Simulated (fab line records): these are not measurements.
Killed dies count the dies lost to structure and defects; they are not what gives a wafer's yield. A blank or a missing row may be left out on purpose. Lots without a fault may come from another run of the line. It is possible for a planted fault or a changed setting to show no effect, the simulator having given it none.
8D (eight disciplines) problem report, filled in by code || flow sky130 || the parts of the form that need people (team, actions taken, sign-off) are left out

1. THE ISSUE
Wafers without a fault read 3000.1 rpm, standard deviation 2.2; spin speed rpm at SKY_POLY_CUT_COAT_02 reads a mean of 3049.5 rpm on 6 wafers belonging to 2 lots. Relative to the usual mean, that is a shift of +22 standard deviations.
The step: resist thk 60 nm.
Earliest sighting: wafer L623.1 on litho track-01 at day 29 09:26. The record holds 18 wafers of 6 lots with a number at this step. By rule, "out" or "out of limits" means more than 4 standard deviations away from the usual mean. The rest of the wafers with a number are treated as sound.

2. WHAT IT IS; WHAT IT IS NOT
{"question": "which readings at this step", "is": "spin speed rpm", "is not": "-"}
{"question": "which lots", "is": "L623, L624", "is not": "L607, L616, L629, L630"}
{"question": "which wafers of those lots", "is": "all that have a number", "is not": "-"}
{"question": "read on which tools", "is": "litho track-01", "is not": "litho track-03, litho track-04"}
{"question": "when", "is": "from day 29 09:26", "is not": "up to then (6 sound wafers); but 6 sound wafers of L629, L630 came after"}

3. THE SUSPECTS, EACH WITH WHAT RULES IT OUT
Counting: a tool stays on the suspect list if, at a process step up to the reading, it processed all lots that are out and no sound lot following the first of them.
- litho track-01 at SKY_POLY_CUT_COAT_02 (resist thk 60 nm): kept. It processed each lot that is out, first L623 at day 29 09:26, and no sound lot thereafter; up to then, the last sound lot it processed was L607 at day 23 17:45. Out on those wafers are its own readings of spin speed rpm.
After counting, what remains is litho track-01 at SKY_POLY_CUT_COAT_02.

4. THE CAUSE (what the simulator had put in)
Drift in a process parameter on litho track-01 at SKY_POLY_CUT_COAT_02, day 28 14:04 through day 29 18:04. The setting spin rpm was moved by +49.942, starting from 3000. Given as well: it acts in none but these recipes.
Counting left only this tool.

5. THE EFFECT CHAIN, in route order
Each row: a reading whose mean over the struck wafers that have a number lies more than 3 standard deviations from the usual. Only readings whose record carries a usual standard deviation are examined. hours: median over the lots of the time between each lot's start at the first step of this table that gives one and its start at this step. sigmas: the change, counted in usual standard deviations.
{"hours": 0, "step": "SKY_POLY_CUT_COAT_02", "reading": "spin speed rpm", "usual": "3000.1 rpm", "on struck wafers": 3049.5, "change": "+49.4", "sigmas": "+22"}
Here are the process steps it includes:
- SKY_POLY_CUT_COAT_02: resist thk 60 nm.
At these later measuring or inspecting steps, every struck wafer for which the step has a row has a number for every such reading, and none has moved that far: SKY_POLY_CUT_CD_MEAS_08, SKY_POLY_CUT_OVL_MEAS_09.

6. WHAT WOULD HAVE CAUGHT IT SOONER
The fault began at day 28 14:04; the first out-of-limits reading in this record came at day 29 09:26, 19 hours later.
